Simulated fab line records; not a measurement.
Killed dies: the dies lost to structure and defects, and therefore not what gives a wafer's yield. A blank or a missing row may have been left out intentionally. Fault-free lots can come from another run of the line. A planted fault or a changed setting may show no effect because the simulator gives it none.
Check for tools in common :: flow gf180mcu :: 13 lots, 39 wafers sampled

== THE REASON FOR OPENING IT ==
Of 13 lots, 2 have the reading HV_LDD_3_TW flagged at GF_HV_LDD_TW_MEAS_38. Fault-free wafers read 1444, with a standard deviation of 6.7.
Rule: a lot gets a flag if all its wafers with a number sit over 4 standard deviations from that mean, or if no wafer of it has a number. All remaining lots are regarded as sound.

lot: L151
measured: day 12 01:38
on: film_metro-03
HV_LDD_3_TW, wafer by wafer: 1429 1438 1445
flag: 

lot: L152
measured: day 12 02:56
on: film_metro-04
HV_LDD_3_TW, wafer by wafer: 1452 1449 1447
flag: 

lot: L153
measured: day 12 12:12
on: film_metro-03
HV_LDD_3_TW, wafer by wafer: 1442 1446 1444
flag: 

lot: L154
measured: day 12 22:41
on: film_metro-03
HV_LDD_3_TW, wafer by wafer: 1438 1444 1433
flag: 

lot: L157
measured: day 13 19:50
on: film_metro-02
HV_LDD_3_TW, wafer by wafer: 1443 1445 1452
flag: 

lot: L162
measured: day 15 13:11
on: film_metro-03
HV_LDD_3_TW, wafer by wafer: 1439 1445 1444
flag: 

lot: L163
measured: day 15 20:17
on: film_metro-04
HV_LDD_3_TW, wafer by wafer: 1407 1413 1410
flag: FLAGGED

lot: L164
measured: day 16 05:29
on: film_metro-03
HV_LDD_3_TW, wafer by wafer: 1411 1402 1413
flag: FLAGGED

lot: L166
measured: day 16 14:31
on: film_metro-02
HV_LDD_3_TW, wafer by wafer: 1445 1441 1440
flag: 

lot: L168
measured: day 17 11:08
on: film_metro-03
HV_LDD_3_TW, wafer by wafer: 1438 1450 1439
flag: 

lot: L171
measured: day 18 16:59
on: film_metro-03
HV_LDD_3_TW, wafer by wafer: 1442 1445 1446
flag: 

lot: L172
measured: day 19 03:59
on: film_metro-03
HV_LDD_3_TW, wafer by wafer: 1429 1432 1432
flag: 

lot: L173
measured: day 19 13:02
on: film_metro-04
HV_LDD_3_TW, wafer by wafer: 1432 1437 1436
flag: 
The numbers of the flagged lots are 1409 on average: -35 against the usual, or -5 standard deviations.

== TOOL THAT RAN EACH LOT ==
The record keeps 1 process step preceding the reading, out of 602 steps on the route. Cell contents, in order: the tool; ch with the chambers the sampled wafers went through; the start.
lot: L151
flag: 
GF_HV_LDD_IMPLANT_34: implanter-01 ch 0, day 12 01:05

lot: L152
flag: 
GF_HV_LDD_IMPLANT_34: implanter-04 ch 0, day 12 02:23

lot: L153
flag: 
GF_HV_LDD_IMPLANT_34: implanter-03 ch 0, day 12 11:41

lot: L154
flag: 
GF_HV_LDD_IMPLANT_34: implanter-04 ch 0, day 12 22:08

lot: L157
flag: 
GF_HV_LDD_IMPLANT_34: implanter-01 ch 0, day 13 19:19

lot: L162
flag: 
GF_HV_LDD_IMPLANT_34: implanter-01 ch 0, day 15 12:38

lot: L163
flag: FLAGGED
GF_HV_LDD_IMPLANT_34: implanter-03 ch 0, day 15 19:46

lot: L164
flag: FLAGGED
GF_HV_LDD_IMPLANT_34: implanter-03 ch 0, day 16 04:58

lot: L166
flag: 
GF_HV_LDD_IMPLANT_34: implanter-01 ch 0, day 16 13:58

lot: L168
flag: 
GF_HV_LDD_IMPLANT_34: implanter-01 ch 0, day 17 10:36

lot: L171
flag: 
GF_HV_LDD_IMPLANT_34: implanter-01 ch 0, day 18 16:28

lot: L172
flag: 
GF_HV_LDD_IMPLANT_34: implanter-04 ch 0, day 19 03:28

lot: L173
flag: 
GF_HV_LDD_IMPLANT_34: implanter-03 ch 0, day 19 12:29
These steps, and what they do:
- GF_HV_LDD_IMPLANT_34
- GF_HV_LDD_TW_MEAS_38

== FLAGGED OVER TOTAL, TOOL BY TOOL (the gauges that took the reading come last) ==
step: GF_HV_LDD_IMPLANT_34
tool: implanter-01
lots run: 6
flagged: 0
share of the flagged lots: none
sound lots run after its first flagged lot: -

step: GF_HV_LDD_IMPLANT_34
tool: implanter-03
lots run: 4
flagged: 2
share of the flagged lots: all
sound lots run after its first flagged lot: 1 (L173)

step: GF_HV_LDD_IMPLANT_34
tool: implanter-04
lots run: 3
flagged: 0
share of the flagged lots: none
sound lots run after its first flagged lot: -

step: GF_HV_LDD_TW_MEAS_38
tool: film_metro-02
lots run: 2
flagged: 0
share of the flagged lots: none
sound lots run after its first flagged lot: -

step: GF_HV_LDD_TW_MEAS_38
tool: film_metro-03
lots run: 8
flagged: 1
share of the flagged lots: some
sound lots run after its first flagged lot: 3 (L168,L171,L172)

step: GF_HV_LDD_TW_MEAS_38
tool: film_metro-04
lots run: 3
flagged: 1
share of the flagged lots: some
sound lots run after its first flagged lot: 1 (L173)

== WHAT THE TABLE PERMITS ==
Rows of the table that ran each flagged lot: 1, that is implanter-03 at GF_HV_LDD_IMPLANT_34.
- implanter-03 at GF_HV_LDD_IMPLANT_34 ran 4 lots, 2 of them flagged. Sound lots ran on it after the first flagged one (L173), which a lasting fault on the whole tool wouldn't allow. Its own readings (tilt_deg) fall more than 4 standard deviations out on all wafers of the flagged lots.
Not one row of the table ran every flagged lot while running no sound lot after the first.

== WHAT HAD BEEN PUT IN BY THE SIMULATOR ==
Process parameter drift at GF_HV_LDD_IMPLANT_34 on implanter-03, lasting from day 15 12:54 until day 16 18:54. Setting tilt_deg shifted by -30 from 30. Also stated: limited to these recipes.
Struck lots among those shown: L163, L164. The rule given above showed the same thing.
